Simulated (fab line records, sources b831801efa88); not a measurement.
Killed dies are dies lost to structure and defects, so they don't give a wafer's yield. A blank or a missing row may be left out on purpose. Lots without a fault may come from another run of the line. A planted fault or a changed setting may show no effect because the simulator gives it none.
fab line records | flow sky130
record lots=24 wafers=72 last_day=50
route steps=708 shown FIELD_ISO@5 CONTACT@409 VIA1@472 VIA2@510 METAL3@532
lots that met no fault: from a run of the same line without faults
start_h: hours from the record's first day to the start of the lot's first wafer shown | wait_h: hours since the lot's step before | " the same as in the row above | L1.1+2: a row that stands for several wafers | - no value, or no start given | * or withheld: withheld | < > ~ a bound
route shown NAME@n: a module of which the file shows steps, and the number in the route of the first | usual: mean/standard deviation of fault-free wafers | same: alike in all rows | chamber/n: place in a boat | sites: the reading at each site | _std_site: their standard deviation | _edge_site: outer sites' mean less inner sites' | radius_mm: how far each site lies from the wafer's centre | mask NAME#n: copy n | behind: the tool/chamber that last shaped the wafer | hold: why the lot was held/for how many hours/how that ended | device: the transistor (n, p or np) that didn't switch | end of line: the same wafers' tests at the end of the route | a step without rows: its recipe alone | killed: dies lost to structure and defects at the first sort, not the wafer's yield | map: a wafer's dies, x killed, . not, _ none there
set.NAME: the setting as run; set.NAME@STEP: as run at that earlier step | model.NAME: the simulator's own value behind a step, which no gauge read
steps of the route over a sample of lots; a table a step, a row a wafer
services: from which hour (start_h, from the record's first day; less than 0 if before it) a tool's chamber was out of use, for how many hours, and why
## steps
# step SKY_FIELD_ISO_THK_MEAS_04
# recipe reads=Si3N4_of_FIELD_ISO_CVD_03
# usual FIELD_ISO_CVD_03_THK=166.1/1.4
# columns lot.wafer tool chamber start_h wait_h FIELD_ISO_CVD_03_THK[nm]
L074.3 film_metro-02 - 13.50 0.0 164.2
L074.5 " - " " 164.9
L074.6 " - " " 163.7
L075.1 film_metro-01 - 18.50 0.0 166.4
L075.3 " - " " 167.1
L075.6 " - " " 166.3
L076.2 film_metro-01 - 25.19 0.0 163.8
L076.4 " - " " 162.8
L076.5 " - " " 162.6
L077.1 film_metro-04 - 29.46 0.0 165.6
L077.4 " - " " 166.1
L077.6 " - " " 166.0
L078.2 film_metro-02 - 33.66 0.0 166.5
L078.4 " - " " 165.9
L078.6 " - " " 166.6
L079.2 film_metro-01 - 38.49 0.0 162.9
L079.4 " - " " 164.5
L079.6 " - " " 163.4
L080.1 film_metro-02 - 43.48 0.0 168.6
L080.2 " - " " 166.5
L080.3 " - " " 167.5
L081.3 film_metro-01 - 52.43 0.0 164.0
L081.5 " - " " 166.0
L081.6 " - " " 165.7
L082.2 film_metro-02 - 58.97 0.0 168.0
L082.3 " - " " 166.0
L082.6 " - " " 167.5
L083.2 film_metro-01 - 58.97 0.0 164.3
L083.3 " - " " 164.4
L083.6 " - " " 164.1
L084.2 film_metro-04 - 68.56 0.0 166.3
L084.3 " - " " 165.8
L084.6 " - " " 166.2
L085.3 film_metro-01 - 68.57 0.0 168.0
L085.4 " - " " 166.1
L085.5 " - " " 167.4
L086.1 film_metro-02 - 78.61 0.0 166.7
L086.3 " - " " 167.0
L086.4 " - " " 167.5
L087.2 film_metro-04 - 78.62 0.0 166.6
L087.3 " - " " 165.7
L087.6 " - " " 167.8
L088.3 film_metro-01 - 84.24 0.0 167.8
L088.5 " - " " 165.4
L088.6 " - " " 166.8
L089.1 film_metro-01 - 89.73 0.0 165.0
L089.2 " - " " 164.8
L089.3 " - " " 165.0
L090.1 film_metro-04 - 94.71 0.0 168.4
L090.2 " - " " 168.7
L090.5 " - " " 168.3
L091.1 film_metro-01 - 100.64 0.0 166.8
L091.5 " - " " 165.5
L091.6 " - " " 166.2
L092.2 film_metro-01 - 106.70 0.0 166.2
L092.4 " - " " 165.7
L092.5 " - " " 166.3
L093.1 film_metro-02 - 109.51 0.0 166.6
L093.2 " - " " 165.7
L093.6 " - " " 166.9
L094.1 film_metro-04 - 115.08 0.0 166.1
L094.5 " - " " 165.2
L094.6 " - " " 166.4
L095.4 film_metro-01 - 119.52 0.0 167.7
L095.5 " - " " 167.1
L095.6 " - " " 166.1
L096.1 film_metro-04 - 123.68 0.0 165.0
L096.2 " - " " 164.9
L096.4 " - " " 165.0
L097.4 film_metro-01 - 128.51 0.0 166.8
L097.5 " - " " 166.4
L097.6 " - " " 167.3
# step SKY_CONTACT_THK_MEAS_03
# recipe reads=SiO2_of_CONTACT_HDPCVD_02
# usual CONTACT_HDPCVD_THK=564/6.5
# columns lot.wafer tool chamber start_h wait_h CONTACT_HDPCVD_THK[nm]
L074.3 film_metro-04 - 713.23 0.1 572
L074.5 " - " " 581
L074.6 " - " " 572
L075.1 film_metro-01 - 722.46 0.0 560
L075.3 " - " " 556
L075.6 " - " " 555
L076.2 film_metro-01 - 727.28 0.0 565
L076.4 " - " " 567
L076.5 " - " " 561
L077.1 film_metro-02 - 749.10 0.0 574
L077.4 " - " " 569
L077.6 " - " " 558
L078.2 film_metro-02 - 774.50 0.0 550
L078.4 " - " " 548
L078.6 " - " " 556
L080.1 film_metro-04 - 781.93 0.0 567
L080.2 " - " " 565
L080.3 " - " " 568
L079.2 film_metro-02 - 782.81 0.0 562
L079.4 " - " " 561
L079.6 " - " " 559
L081.3 film_metro-04 - 796.77 0.1 568
L081.5 " - " " 576
L081.6 " - " " 577
L082.2 film_metro-01 - 797.96 0.0 563
L082.3 " - " " 557
L082.6 " - " " 563
L083.2 film_metro-01 - 799.46 0.0 568
L083.3 " - " " 568
L083.6 " - " " 564
L085.3 film_metro-01 - 801.27 0.1 554
L085.4 " - " " 552
L085.5 " - " " 565
L084.2 film_metro-01 - 801.42 0.0 568
L084.3 " - " " 568
L084.6 " - " " 573
L087.2 film_metro-01 - 816.61 0.0 572
L087.3 " - " " 556
L087.6 " - " " 559
L086.1 film_metro-02 - 820.98 0.0 573
L086.3 " - " " 560
L086.4 " - " " 558
L089.1 film_metro-01 - 834.53 0.0 569
L089.2 " - " " 565
L089.3 " - " " 560
L088.3 film_metro-04 - 839.43 0.1 561
L088.5 " - " " 564
L088.6 " - " " 561
L090.1 film_metro-04 - 848.04 0.0 560
L090.2 " - " " 576
L090.5 " - " " 567
L091.1 film_metro-02 - 851.08 0.0 563
L091.5 " - " " 571
L091.6 " - " " 569
L092.2 film_metro-04 - 855.12 0.0 558
L092.4 " - " " 565
L092.5 " - " " 555
L093.1 film_metro-04 - 856.16 0.0 566
L093.2 " - " " 565
L093.6 " - " " 573
L094.1 film_metro-01 - 861.65 0.0 569
L094.5 " - " " 558
L094.6 " - " " 560
L095.4 film_metro-01 - 881.40 0.0 566
L095.5 " - " " 572
L095.6 " - " " 561
L096.1 film_metro-04 - 882.81 0.0 567
L096.2 " - " " 557
L096.4 " - " " 569
L097.4 film_metro-01 - 883.76 0.0 554
L097.5 " - " " 557
L097.6 " - " " 551
# step SKY_VIA1_ETCH_14
# recipe chemistry=N2/H2 target=BARC ion_energy_ev=200 source_w=500 bias_w=100 pressure_mtorr=30 n2_flow_sccm=100 h2_flow_sccm=200 stop_on=SiO2 time_s=45.9 target_depth_a=600
# usual drypump_motor_current_A=5.6/0.44 oes_product_au=0.855/0.0049 throttle_valve_pct=13.225/0.0093
# columns lot.wafer tool chamber start_h wait_h drypump_motor_current_A oes_product_au rf_hours_counter_h throttle_valve_pct
L074.3 rie_diel-01 2 798.24 0.0 5.6 0.855 5 13.215
L074.5 " 0 " " 5.0 0.858 - 13.233
L074.6 " 1 " " 5.6 0.853 - 13.210
L075.1 rie_diel-03 2 805.99 0.0 5.1 0.849 9 13.226
L075.3 " 1 " " 5.4 0.856 7 13.213
L075.6 " 0 " " 6.3 0.856 - 13.220
L076.2 rie_diel-03 2 813.04 0.0 5.1 0.853 9 13.232
L076.4 " 1 " " 5.4 0.857 - 13.226
L076.5 " 2 " " 5.1 0.854 - 13.233
L077.1 rie_diel-01 3 832.39 0.0 6.0 0.857 8 13.230
L077.4 " 1 " " 5.6 0.867 - 13.225
L077.6 " 2 " " 5.7 0.856 - 13.234
L078.2 rie_diel-04 0 856.84 0.0 5.0 0.855 3 13.211
L078.4 " 1 " " 6.3 0.855 3 13.227
L078.6 " 0 " " 5.0 0.857 - 13.226
L080.1 rie_diel-03 2 864.33 0.0 5.1 0.854 11 13.222
L080.2 " 3 " " 5.2 0.856 1 13.231
L080.3 " 0 " " 6.3 0.854 22 13.231
L079.2 rie_diel-01 0 865.28 0.0 5.0 0.850 13 13.236
L079.4 " 1 " " 5.6 0.858 6 13.203
L079.6 " 1 " " 5.6 0.860 - 13.217
L081.3 rie_diel-03 2 879.69 0.0 5.1 0.846 12 13.227
L081.5 " 3 " " 5.2 0.847 - 13.226
L081.6 " 2 " " 5.1 0.854 - 13.232
L082.2 rie_diel-01 2 881.64 0.0 5.7 0.857 7 13.228
L082.3 " 0 " " 5.0 0.862 13 13.235
L082.6 " 1 " " 5.6 0.850 - 13.222
L083.2 rie_diel-01 3 882.59 0.0 5.9 0.854 9 13.247
L083.3 " 1 " " 5.6 0.856 6 13.227
L083.6 " 2 " " 5.6 0.851 - 13.228
L085.3 rie_diel-01 3 884.14 0.0 6.0 0.850 9 13.233
L085.4 " 1 " " 5.6 0.848 6 13.234
L085.5 " 3 " " 6.0 0.856 - 13.229
L084.2 rie_diel-03 0 884.68 0.0 6.3 0.852 22 13.225
L084.3 " 3 " " 5.2 0.848 1 13.240
L084.6 " 0 " " 6.3 0.853 - 13.230
L087.2 rie_diel-04 3 896.69 0.0 5.2 0.856 19 13.234
L087.3 " 0 " " 5.1 0.860 4 13.217
L087.6 " 1 " " 6.3 0.851 - 13.227
L086.1 rie_diel-03 2 902.94 0.0 5.1 0.859 12 13.231
L086.3 " 3 " " 5.2 0.858 2 13.240
L086.4 " 1 " " 5.4 0.854 10 13.213
L089.1 rie_diel-03 1 915.84 0.0 5.4 0.854 10 13.220
L089.2 " 0 " " 6.3 0.852 23 13.211
L089.3 " 2 " " 5.1 0.852 13 13.215
L088.3 rie_diel-03 2 920.94 0.0 5.1 0.861 13 13.225
L088.5 " 1 " " 5.4 0.853 - 13.214
L088.6 " 0 " " 6.3 0.860 - 13.209
L090.1 rie_diel-01 3 930.33 0.0 6.0 0.860 9 13.240
L090.2 " 1 " " 5.6 0.857 7 13.217
L090.5 " 2 " " 5.6 0.858 - 13.213
L091.1 rie_diel-03 2 932.74 0.0 5.1 0.857 13 13.226
L091.5 " 0 " " 6.3 0.848 - 13.225
L091.6 " 1 " " 5.4 0.859 - 13.227
L092.2 rie_diel-03 1 936.19 0.0 5.4 0.858 11 13.224
L092.4 " 2 " " 5.1 0.856 14 13.216
L092.5 " 1 " " 5.4 0.855 - 13.235
L093.1 rie_diel-03 0 937.69 0.0 6.3 0.858 24 13.233
L093.2 " 3 " " 5.2 0.862 3 13.228
L093.6 " 3 " " 5.2 0.862 - 13.227
L094.1 rie_diel-01 0 941.99 0.0 5.0 0.858 14 13.208
L094.5 " 2 " " 5.6 0.855 - 13.241
L094.6 " 3 " " 6.0 0.854 - 13.237
L095.4 rie_diel-01 0 960.83 0.0 5.0 0.854 15 13.229
L095.5 " 2 " " 5.7 0.856 - 13.234
L095.6 " 3 " " 6.0 0.847 - 13.225
L096.1 rie_diel-03 1 961.18 0.0 5.4 0.849 12 13.219
L096.2 " 2 " " 5.1 0.851 14 13.217
L096.4 " 0 " " 6.3 0.849 25 13.228
L097.4 rie_diel-01 0 964.49 0.0 5.0 0.863 15 13.216
L097.5 " 2 " " 5.6 0.853 - 13.217
L097.6 " 1 " " 5.6 0.856 - 13.224
# step SKY_VIA2_BOW_MEAS_03
# recipe mode=bow
# usual VIA2_BOW=86/6.8
# columns lot.wafer tool chamber start_h wait_h VIA2_BOW[um]
L074.3 film_metro-02 - 828.81 0.1 91
L074.5 " - " " 80
L074.6 " - " " 91
L075.1 film_metro-04 - 836.71 0.2 95
L075.3 " - " " 86
L075.6 " - " " 95
L076.2 film_metro-02 - 841.67 0.2 85
L076.4 " - " " 78
L076.5 " - " " 83
L077.1 film_metro-02 - 863.23 0.2 79
L077.4 " - " " 97
L077.6 " - " " 85
L078.2 film_metro-01 - 884.81 0.1 91
L078.4 " - " " 94
L078.6 " - " " 89
L080.1 film_metro-04 - 891.30 0.2 91
L080.2 " - " " 97
L080.3 " - " " 83
L079.2 film_metro-01 - 893.66 0.1 84
L079.4 " - " " 81
L079.6 " - " " 79
L081.3 film_metro-04 - 908.15 0.1 93
L081.5 " - " " 82
L081.6 " - " " 92
L082.2 film_metro-04 - 910.90 0.1 96
L082.3 " - " " 81
L082.6 " - " " 78
L083.2 film_metro-02 - 912.72 0.3 83
L083.3 " - " " 74
L083.6 " - " " 89
L085.3 film_metro-01 - 913.62 0.2 87
L085.4 " - " " 99
L085.5 " - " " 84
L084.2 film_metro-02 - 913.99 0.2 82
L084.3 " - " " 82
L084.6 " - " " 78
L087.2 film_metro-04 - 925.13 0.2 88
L087.3 " - " " 83
L087.6 " - " " 95
L086.1 film_metro-02 - 932.60 0.2 75
L086.3 " - " " 89
L086.4 " - " " 84
L089.1 film_metro-02 - 944.25 0.1 83
L089.2 " - " " 94
L089.3 " - " " 95
L088.3 film_metro-01 - 949.72 0.3 83
L088.5 " - " " 76
L088.6 " - " " 88
L090.1 film_metro-01 - 958.03 0.1 81
L090.2 " - " " 78
L090.5 " - " " 89
L091.1 film_metro-02 - 960.33 0.1 75
L091.5 " - " " 72
L091.6 " - " " 78
L092.2 film_metro-01 - 962.95 0.2 85
L092.4 " - " " 92
L092.5 " - " " 86
L093.1 film_metro-01 - 964.49 0.2 94
L093.2 " - " " 89
L093.6 " - " " 83
L094.1 film_metro-02 - 969.20 0.1 90
L094.5 " - " " 90
L094.6 " - " " 72
L095.4 film_metro-01 - 988.15 0.2 82
L095.5 " - " " 79
L095.6 " - " " 93
L096.1 film_metro-02 - 988.39 0.1 78
L096.2 " - " " 74
L096.4 " - " " 82
L097.4 film_metro-02 - 992.53 0.2 73
L097.5 " - " " 78
L097.6 " - " " 81
# step SKY_METAL3_SPUTTER_00
# recipe material=Ti target_thk_nm=15 power_w=3000 time_s=10 chamber_pressure_pa=0.4
# usual throttle_valve_pct=30.0/1.4
# columns lot.wafer tool chamber start_h wait_h throttle_valve_pct
L074.3 pvd_sputter-01 - 856.90 0.1 30.9
L074.5 " - " " 29.8
L074.6 " - " " 28.3
L075.1 pvd_sputter-03 - 865.19 0.1 28.0
L075.3 " - " " 29.9
L075.6 " - " " 27.7
L076.2 pvd_sputter-03 - 869.25 0.2 27.8
L076.4 " - " " 30.0
L076.5 " - " " 28.0
L077.1 pvd_sputter-04 - 889.17 0.1 31.5
L077.4 " - " " 33.2
L077.6 " - " " 32.8
L078.2 pvd_sputter-01 - 913.28 0.1 28.3
L078.4 " - " " 30.0
L078.6 " - " " 29.8
L080.1 pvd_sputter-04 - 918.91 0.1 28.9
L080.2 " - " " 28.7
L080.3 " - " " 33.1
L079.2 pvd_sputter-04 - 921.49 0.1 33.0
L079.4 " - " " 31.3
L079.6 " - " " 29.1
L081.3 pvd_sputter-04 - 935.38 0.1 28.9
L081.5 " - " " 31.4
L081.6 " - " " 28.9
L082.2 pvd_sputter-03 - 937.91 0.1 28.0
L082.3 " - " " 29.8
L082.6 " - " " 30.0
L083.2 pvd_sputter-03 - 939.78 0.1 31.1
L083.3 " - " " 29.8
L083.6 " - " " 30.0
L085.3 pvd_sputter-04 - 941.30 0.2 29.0
L085.4 " - " " 31.3
L085.5 " - " " 31.2
L084.2 pvd_sputter-01 - 941.60 0.1 28.1
L084.3 " - " " 30.6
L084.6 " - " " 29.8
L087.2 pvd_sputter-03 - 951.36 0.1 28.0
L087.3 " - " " 30.0
L087.6 " - " " 29.9
L086.1 pvd_sputter-01 - 958.94 0.1 29.6
L086.3 " - " " 30.0
L086.4 " - " " 28.5
L089.1 pvd_sputter-04 - 969.66 0.2 28.7
L089.2 " - " " 29.0
L089.3 " - " " 33.3
L088.3 pvd_sputter-04 - 975.00 0.2 29.0
L088.5 " - " " 31.6
L088.6 " - " " 29.1
L090.1 pvd_sputter-03 - 983.30 0.2 30.1
L090.2 " - " " 28.0
L090.5 " - " " 29.8
L091.1 pvd_sputter-04 - 985.61 0.2 31.3
L091.5 " - " " 32.8
L091.6 " - " " 31.5
L092.2 pvd_sputter-01 - 988.96 0.1 29.8
L092.4 " - " " 30.8
L092.5 " - " " 28.4
L093.1 pvd_sputter-01 - 989.85 0.2 28.1
L093.2 " - " " 30.2
L093.6 " - " " 30.1
L094.1 pvd_sputter-03 - 993.76 0.1 28.2
L094.5 " - " " 27.9
L094.6 " - " " 30.0
L095.4 pvd_sputter-01 - 1014.32 0.2 30.1
L095.5 " - " " 30.9
L095.6 " - " " 29.8
L096.1 pvd_sputter-03 - 1014.60 0.1 30.0
L096.2 " - " " 27.8
L096.4 " - " " 29.9
L097.4 pvd_sputter-04 - 1018.69 0.1 29.2
L097.5 " - " " 32.9
L097.6 " - " " 29.1
# step SKY_METAL3_OVL_MEAS_14
# usual METAL3_OVL=-2/6
# columns lot.wafer tool chamber start_h wait_h METAL3_OVL[nm]
L074.3 overlay-01 - 909.11 0.1 10
L074.5 " - " " 4
L074.6 " - " " -6
L075.1 overlay-02 - 915.95 0.1 -4
L075.3 " - " " -8
L075.6 " - " " -9
L076.2 overlay-01 - 920.85 0.1 -6
L076.4 " - " " -5
L076.5 " - " " -1
L077.1 overlay-01 - 941.60 0.1 6
L077.4 " - " " -1
L077.6 " - " " -2
L078.2 overlay-02 - 964.41 0.1 -1
L078.4 " - " " -2
L078.6 " - " " -4
L080.1 overlay-02 - 969.89 0.1 -6
L080.2 " - " " -8
L080.3 " - " " -1
L079.2 overlay-01 - 971.56 0.1 7
L079.4 " - " " 4
L079.6 " - " " 7
L081.3 overlay-02 - 984.87 0.1 -4
L081.5 " - " " 2
L081.6 " - " " 4
L082.2 overlay-02 - 986.60 0.1 -6
L082.3 " - " " 7
L082.6 " - " " -3
L083.2 overlay-01 - 988.90 0.1 2
L083.3 " - " " 0
L083.6 " - " " 6
L085.3 overlay-01 - 990.05 0.1 1
L085.4 " - " " 0
L085.5 " - " " 8
L084.2 overlay-02 - 990.70 0.1 2
L084.3 " - " " -13
L084.6 " - " " 1
L087.2 overlay-01 - 999.65 0.1 -22
L087.3 " - " " -10
L087.6 " - " " -17
L086.1 overlay-02 - 1008.55 0.1 -6
L086.3 " - " " -5
L086.4 " - " " 1
L089.1 overlay-01 - 1018.09 0.1 2
L089.2 " - " " 7
L089.3 " - " " 1
L088.3 overlay-01 - 1023.82 0.1 0
L088.5 " - " " -2
L088.6 " - " " -2
L090.1 overlay-01 - 1031.96 0.1 4
L090.2 " - " " 7
L090.5 " - " " 0
L091.1 overlay-01 - 1034.01 0.1 -5
L091.5 " - " " -1
L091.6 " - " " 6
L092.2 overlay-02 - 1037.20 0.1 0
L092.4 " - " " 3
L092.5 " - " " 9
L093.1 overlay-02 - 1038.14 0.1 -3
L093.2 " - " " 1
L093.6 " - " " 1
L094.1 overlay-02 - 1041.81 0.1 -8
L094.5 " - " " -10
L094.6 " - " " -8
L095.4 overlay-01 - 1059.92 0.1 -11
L095.5 " - " " -1
L095.6 " - " " -8
L096.1 overlay-01 - 1060.56 0.1 -6
L096.2 " - " " -2
L096.4 " - " " -3
L097.4 overlay-02 - 1064.72 0.1 -11
L097.5 " - " " -10
L097.6 " - " " -8
## services
# columns tool chamber start_h hours kind
rie_diel-01 3 786.16 5.0 repair
rie_diel-04 - 795.13 14.6 pm
rie_diel-03 0 796.75 4.4 repair
rie_diel-03 3 803.50 - clean
rie_diel-03 3 803.50 25.6 scheduled_down
rie_diel-03 3 803.50 25.6 vent_cycle
rie_diel-01 0 805.04 28.1 repair
rie_diel-04 - 814.80 0.6 repair
pvd_sputter-01 - 819.52 3.0 repair
rie_diel-01 - 858.90 0.3 repair
rie_diel-01 2 869.51 2.4 repair
rie_diel-01 - 912.30 15.6 pm
rie_diel-04 0 917.82 4.9 repair
rie_diel-01 1 931.66 3.2 repair
rie_diel-03 3 937.78 2.5 repair
rie_diel-03 0 942.42 5.4 repair
pvd_sputter-01 - 944.01 3.1 repair
pvd_sputter-04 - 956.39 2.9 repair
rie_diel-04 - 958.96 8.2 repair
rie_diel-03 0 975.41 4.7 repair
pvd_sputter-04 - 980.03 1.2 repair
rie_diel-04 - 980.94 0.4 repair
rie_diel-01 - 992.18 2.8 pm
rie_diel-04 - 997.98 0.2 repair
## key
fault none
